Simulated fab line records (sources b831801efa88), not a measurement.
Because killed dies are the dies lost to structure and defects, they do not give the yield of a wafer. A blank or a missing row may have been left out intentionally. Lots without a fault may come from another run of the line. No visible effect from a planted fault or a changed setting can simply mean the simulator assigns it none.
Chamber matching    flow sky130    rieSi-02 running SKY_FIELD_ISO_ETCH_17: 4 sister chambers
The step etches Si in HBr/Cl2/O2, target depth 342 nm, time 97.7 s. 16 wafers are shown with their chamber, then 8 later ones without.

WAFERS, EACH WITH ITS CHAMBER
wafer   chamber  drypumpMotorCurrentA (A)  runLengthS (s)  chamberPressureMTorr (mTorr)
L855.1  1        6.0                       126.2           15.003
L855.2  2        5.7                       126.8           15.015
L855.5  2        5.6                       126.6           15.009
L859.2  3        6.7                       125.6           15.007
L859.4  2        5.7                       126.4           15.028
L859.5  0        6.6                       126.2           15.008
L866.4  1        6.0                       126.0           15.001
L866.5  3        6.7                       125.9           14.991
L866.6  0        6.5                       125.7           14.994
L872.4  3        6.6                       125.5           14.996
L872.5  1        6.0                       126.1           15.021
L872.6  2        5.6                       126.5           15.001
L873.3  3        6.7                       126.0           14.990
L873.4  1        6.0                       126.1           14.986
L873.6  3        6.7                       125.5           14.990
L874.1  1        6.0                       126.6           15.007

SIGNATURES (averages over the wafers above)
reading               chamber 0  chamber 1  chamber 2  chamber 3  scatter within a chamber
drypumpMotorCurrentA  6.550      6.000      5.650      6.680      0.0438
runLengthS            125.950    126.200    126.575    125.700    0.233
chamberPressureMTorr  15.00100   15.00360   15.01325   14.99480   0.0105
Rule: distance of a wafer from a chamber = root of the sum over the readings of ((wafer's reading minus chamber's mean) / reading's scatter) squared. The wafer belongs to the nearest chamber; if the next one is less than 2 further off, it can't be placed. How the scatter is found: for the shown wafers, subtract from each reading the mean of its chamber, square and add these, divide the total by (wafers less chambers), then take the root.

WAFERS WHOSE CHAMBER IS MISSING
wafer   drypumpMotorCurrentA (A)  runLengthS (s)  chamberPressureMTorr (mTorr)
L874.4  6.7                       125.8           15.019
L874.5  5.6                       126.6           15.009
L876.3  5.6                       126.7           14.984
L876.4  6.5                       126.0           15.012
L876.5  5.7                       126.2           14.997
L877.1  6.7                       125.5           14.993
L877.3  6.5                       126.2           14.993
L877.4  5.6                       126.2           14.993

THE CHAMBER EACH PASSED THROUGH
wafer   from the rows above      in truth
L874.4  can't be placed: 3 or 0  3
L874.5  2                        2
L876.3  2                        2
L876.4  0                        0
L876.5  2                        2
L877.1  3                        3
L877.3  0                        0
L877.4  2                        2
7 of 8 placed correctly. Can't be placed from these rows: 1 (the true chamber is among the candidates in 1). 0 placed wrongly.
